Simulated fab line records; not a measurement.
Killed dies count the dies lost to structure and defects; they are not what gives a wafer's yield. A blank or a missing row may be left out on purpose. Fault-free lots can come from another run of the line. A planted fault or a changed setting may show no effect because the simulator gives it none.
8D (eight disciplines) problem report, filled in by code / flow gf180mcu / the parts of the form that need people (team, actions taken, sign-off) are left out

== 1. WHAT IS WRONG ==
Wafers without a fault read 1.997, standard deviation 0.018; chamber_o2_ppm at GF_SALICIDE_RTA_08 reads a mean of 301.990 on 6 wafers belonging to 2 lots. That is +99 or more standard deviations from the usual mean.
The step: time 30 s.
The first sign was on wafer L485.1 at day 21 08:34, on rtp_anneal-01. At this step, 18 wafers from 6 lots have a number in the record. By rule, "out" or "out of limits" means more than 4 standard deviations away from the usual mean. The rest of the wafers with a number are treated as sound.

== 2. WHAT IT IS, AND WHAT IT ISN'T ==
question=which readings at this step | is=chamber_o2_ppm | is not=lamp_power_pct, wafer_temp_C_max
question=which lots | is=L485, L486 | is not=L474, L475, L488, L495
question=which wafers of those lots | is=all that have a number | is not=-
question=read on which tools | is=rtp_anneal-01 | is not=rtp_anneal-02
question=when | is=from day 21 08:34 | is not=up to then (6 sound wafers); but 6 sound wafers of L488, L495 came after

== 3. SUSPECTS, AND WHAT RULES EACH OUT ==
Counting: a tool at a process step up to the reading stays a suspect if it ran every lot that is out and no sound lot after the first of them.
- rie_diel-03 at GF_SAB_ETCH_11 (etches SiO2 in C4F8/O2/Ar, target depth 55 nm, time 8.5 s): ruled out as a lasting fault. The sound lots L488 went through it after L485, its earliest lot that is out (day 21 07:49).
- rtp_anneal-02 at GF_SALICIDE_RTA_06 (time 30 s): ruled out as a lasting fault. The sound lots L495 went through it after L485, its earliest lot that is out (day 21 08:23).
- rtp_anneal-01 at GF_SALICIDE_RTA_08 (time 30 s): kept. It ran every lot that is out, first L485 (day 21 08:34), and no sound lot after that; its last sound lot up to then is L474 (day 17 09:59). Its own readings are out on those wafers: chamber_o2_ppm.
Left after counting: rtp_anneal-01 at GF_SALICIDE_RTA_08.

== 4. THE CAUSE (what the simulator had put in) ==
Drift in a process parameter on rtp_anneal-01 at GF_SALICIDE_RTA_08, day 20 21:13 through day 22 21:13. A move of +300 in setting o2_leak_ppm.
After counting, this tool was the only one left.

== 5. THE CHAIN OF EFFECTS, in route order ==
One row per reading whose mean, taken over the struck wafers that have a number, lies over 3 standard deviations from the usual. Readings are gone through only where the record gives a usual standard deviation; hours: the median, over the lots, of the time from a lot's start at the first step in this table giving one to that lot's start at this step; sigmas: the change measured in usual standard deviations.
hours=0; step=GF_SALICIDE_RTA_08; reading=chamber_o2_ppm; usual=1.997; on struck wafers=301.990; change=+299.993; sigmas=+99 or more
Process steps it contains:
- GF_SALICIDE_RTA_08: time 30 s.

== 6. WHAT WOULD HAVE CAUGHT IT SOONER ==
The fault began at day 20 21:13; the first out-of-limits reading in this record came at day 21 08:34, 11 hours later.
